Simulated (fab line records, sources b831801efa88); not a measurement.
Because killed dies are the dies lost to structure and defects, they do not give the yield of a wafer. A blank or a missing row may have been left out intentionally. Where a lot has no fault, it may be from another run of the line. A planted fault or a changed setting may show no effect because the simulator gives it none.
Which of the tools did it?    flow gf180mcu    14 lots with 42 wafers sampled at 4 steps, on a route of 602 steps

== WHAT THE GAUGES READ, wafer by wafer ==
GF_STI_THK_MEAS_22. Usual: STI_OXIDATION_01_THK typically reads 14.93 nm, with standard deviation 0.26.
lot   measured     on            STI_OXIDATION_01_THK (nm)  flag
L951  day 2 03:04  filmMetro-02  15.59 15.70 15.52          
L952  day 2 10:36  filmMetro-03  15.28 15.49 15.50          
L954  day 2 19:22  filmMetro-03  15.11 15.25 15.13          
L955  day 3 00:13  filmMetro-02  14.88 14.78 14.77          
L956  day 3 07:05  filmMetro-02  14.85 14.85 15.02          
L957  day 3 12:27  filmMetro-02  14.55 14.96 15.01          
L958  day 3 16:28  filmMetro-02  14.79 15.04 14.77          
L959  day 3 23:43  filmMetro-03  14.84 15.03 14.95          
L960  day 4 03:18  filmMetro-02  14.70 14.82 14.74          
L961  day 4 06:54  filmMetro-03  14.82 14.63 14.87          
L962  day 4 16:04  filmMetro-03  14.89 14.93 14.84          
L968  day 5 18:28  filmMetro-03  14.93 14.94 14.98          
L969  day 6 02:54  filmMetro-03  14.43 14.55 14.96          
L973  day 6 21:20  filmMetro-02  14.44 14.60 14.57          

GF_VT_IMPLANT_OVL_MEAS_18. Usual: VT_IMPLANT_01_OVL typically reads 1.0 nm, with standard deviation 1.2.
lot   measured      on          VT_IMPLANT_01_OVL (nm)  flag
L951  day 6 01:22   overlay-02  -0.3 0.6 -1.2           
L952  day 6 10:10   overlay-02  1.8 2.0 3.4             
L954  day 6 21:15   overlay-01  -1.5 -1.1 -0.3          
L955  day 7 06:34   overlay-01  0.1 2.4 1.8             
L956  day 7 14:32   overlay-02  -0.5 -0.6 0.7           
L957  day 8 00:28   overlay-01  0.1 -0.2 0.8            
L958  day 8 04:52   overlay-01  1.6 1.6 3.0             
L959  day 8 08:49   overlay-01  -0.2 -0.8 -0.1          
L960  day 8 13:43   overlay-01  -0.1 3.1 0.0            
L961  day 8 18:43   overlay-02  1.9 0.5 1.4             
L962  day 9 05:40   overlay-02  1.3 0.4 0.4             
L968  day 10 16:27  overlay-02  -0.1 -0.7 1.9           
L969  day 11 03:10  overlay-01  2.0 1.3 1.3             
L973  day 12 01:55  overlay-01  0.5 1.6 0.5             

GF_HV_LDD_TW_MEAS_50. Usual: HV_LDD_4_TW typically reads 564, with standard deviation 3.5.
lot   measured      on            HV_LDD_4_TW  flag
L951  day 12 01:32  filmMetro-01  559 562 561  
L952  day 12 11:23  filmMetro-01  556 561 557  
L954  day 13 03:59  filmMetro-04  569 567 566  
L955  day 13 14:01  filmMetro-04  566 564 568  
L956  day 14 03:36  filmMetro-01  558 558 561  
L957  day 14 12:50  filmMetro-04  562 564 562  
L958  day 14 21:52  filmMetro-01  560 559 564  
L959  day 15 02:47  filmMetro-04  568 564 565  
L960  day 15 09:35  filmMetro-04  564 566 563  
L961  day 15 14:18  filmMetro-04  564 564 564  
L962  day 16 04:23  filmMetro-01  560 560 561  
L968  day 18 01:22  filmMetro-01  562 559 558  
L969  day 18 16:11  filmMetro-04  567 561 567  
L973  day 19 19:59  filmMetro-03  569 569 565  

== WHAT TOOL EACH LOT RAN ON (gives the tool, then ch and the chambers of the sampled wafers, and finally the start) ==
lot   GF_POLY_GATE_ETCH_13
L951  rieSi-01 ch 0,2,3, day 8 23:04
L952  rieSi-01 ch 1,2, day 9 06:14
L954  rieSi-01 ch 1,2, day 9 20:59
L955  rieSi-02 ch 1,3, day 10 05:56
L956  rieSi-01 ch 1,2, day 10 17:10
L957  rieSi-02 ch 0,1, day 11 02:11
L958  rieSi-02 ch 0,2,3, day 11 09:47
L959  rieSi-02 ch 0,1,2, day 11 13:45
L960  rieSi-02 ch 0,1,2, day 11 19:14
L961  rieSi-02 ch 0,1,2, day 12 00:42
L962  rieSi-01 ch 0,1,3, day 12 11:46
L968  rieSi-01 ch 1,2,3, day 14 06:07
L969  rieSi-01 ch 0,1,3, day 14 19:01
L973  rieSi-02 ch 1,2,3, day 15 20:58
- GF_POLY_GATE_ETCH_13: etches poly-Si in HBr/Cl2, stops on SiO2, target depth 198.5 nm, time 69.6 s.

== AS READ BY THE TOOLS THEMSELVES (means over the sampled wafers that have a number; for cases with no such wafer, the mark the record gives instead) ==
GF_POLY_GATE_ETCH_13. Usual: drypumpMotorCurrentA 5.9 A, standard deviation 0.63; oesProductAu 0.987 a.u., standard deviation 0.0066; rfFwdPowerW 397.0 W, standard deviation 1.5; throttleValvePct 33.685 %, standard deviation 0.0096.
lot   tool      drypumpMotorCurrentA (A)  oesProductAu (a.u.)  rfFwdPowerW (W)  throttleValvePct (%)  flag
L951  rieSi-01  5.5                       0.986                397.3            33.682                
L952  rieSi-01  6.4                       0.977                397.4            33.672                
L954  rieSi-01  6.4                       0.989                397.3            33.689                
L955  rieSi-02  6.0                       0.991                397.1            33.683                
L956  rieSi-01  6.4                       0.986                397.0            33.675                
L957  rieSi-02  6.3                       0.994                395.7            33.680                
L958  rieSi-02  6.0                       0.985                396.0            33.678                
L959  rieSi-02  6.3                       0.992                396.1            33.683                
L960  rieSi-02  6.4                       0.985                395.8            33.684                
L961  rieSi-02  6.4                       0.992                396.3            33.697                
L962  rieSi-01  5.5                       0.991                399.2            33.693                
L968  rieSi-01  5.9                       0.942                332.4            33.697                OFF
L969  rieSi-01  5.5                       0.941                332.2            33.681                OFF
L973  rieSi-02  6.0                       0.986                395.4            33.688                

== THE ANSWER, worked out from the rows above alone ==
Rule: a lot is off if the mean of its wafers that have a number lies more than 3 standard deviations from the usual mean. Also off: a lot with no number at a reading for which 4 or more lots have one. Where the step has rows for the other lots, those lots are counted as sound. After the gauges, taken in route order, come the tools' own readings; for these a lot's mean is taken, as printed above. At the first step where some lot is off, the reading lying furthest off is the one used; lots without a number count as furthest.
Off: L968, L969 (GF_POLY_GATE_ETCH_13, rfFwdPowerW).
A tool fits if, at that step or a process step before it, it ran every lot that is off, and no sound lot after the first of them. One fits: rieSi-01 at GF_POLY_GATE_ETCH_13. A fault onset in the window from L962 (day 12 11:46, its last sound lot) to L968 (day 14 06:07, its first lot off) fits.
The tool's own readings at GF_POLY_GATE_ETCH_13 bear it out: on the lots that are off they differ by more than 5 times the standard deviation of the sound lots' means. oesProductAu reads 0.942 a.u. there against 0.988 a.u. on the sound lots; rfFwdPowerW reads 332.3 W there against 396.7 W on the sound lots.

== WHAT HAD BEEN PUT IN BY THE SIMULATOR ==
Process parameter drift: rieSi-01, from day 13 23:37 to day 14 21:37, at GF_POLY_GATE_ETCH_13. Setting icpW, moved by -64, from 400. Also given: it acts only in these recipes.
Struck lots among those shown: L968, L969. This agrees with what the rule above found.
